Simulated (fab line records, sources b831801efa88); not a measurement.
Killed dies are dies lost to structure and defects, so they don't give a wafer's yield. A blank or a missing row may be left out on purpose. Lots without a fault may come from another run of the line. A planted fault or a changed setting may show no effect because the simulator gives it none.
One fault seen from 2 desks | flow gf180mcu | each desk has only its own numbers; what lay behind them comes last

THE METROLOGY DESK
What the gauges read, lot by lot, whatever tool the lot ran on: means of the sampled wafers that have a number. A lot is out of limits, marked OUT, if its mean lies more than 4 standard deviations from the usual mean; the brackets give that distance.
Columns: A = V4_BOW at GF_V4_BOW_MEAS_05, usual 136 um
lot  | first seen here | A
L426 | day 23 17:13    | 148
L428 | day 24 05:16    | 148
L429 | day 24 22:17    | 139
L430 | day 25 02:30    | 124
L431 | day 25 14:06    | 138
L432 | day 25 18:15    | 138
L433 | day 25 21:17    | 126
L434 | day 26 02:11    | 134
L436 | day 27 02:19    | 137
L442 | day 28 15:55    | 135
L443 | day 28 17:33    | 125
L444 | day 29 08:37    | 133
L446 | day 29 18:59    | 136
This desk's finding: nothing out of limits on any of the 13 lots.

THE TOOL OWNER'S DESK: pvd_sputter-03
The tool's own readings at GF_V2_SPUTTER_21 (material Ti, target thk 15 nm, time 80.02 s): means of the sampled wafers that have a number, for each lot that ran on this tool. A lot is out of limits, marked OUT, if its mean lies more than 4 standard deviations from the usual mean; the brackets give that distance.
Columns: A = throttle_valve_pct at GF_V2_SPUTTER_21, usual 29.9 %
lot  | first seen here | A
L428 | day 21 02:17    | 30.0
L429 | day 21 20:20    | 29.4
L430 | day 22 02:38    | 30.1
L431 | day 22 13:44    | 30.2
L432 | day 22 18:29    | 29.6
L433 | day 22 22:53    | 30.1
L434 | day 23 03:42    | 29.8
L436 | day 24 06:19    | 30.0
L443 | day 25 23:47    | 29.6
L444 | day 26 15:48    | 30.0
L446 | day 27 03:12    | 29.8
This desk's finding: nothing out of limits on any of the 11 lots.

PUT TOGETHER
The metrology desk saw nothing out of limits.
The tool owner's desk saw nothing out of limits.

WHAT THE SIMULATOR HAD PUT IN
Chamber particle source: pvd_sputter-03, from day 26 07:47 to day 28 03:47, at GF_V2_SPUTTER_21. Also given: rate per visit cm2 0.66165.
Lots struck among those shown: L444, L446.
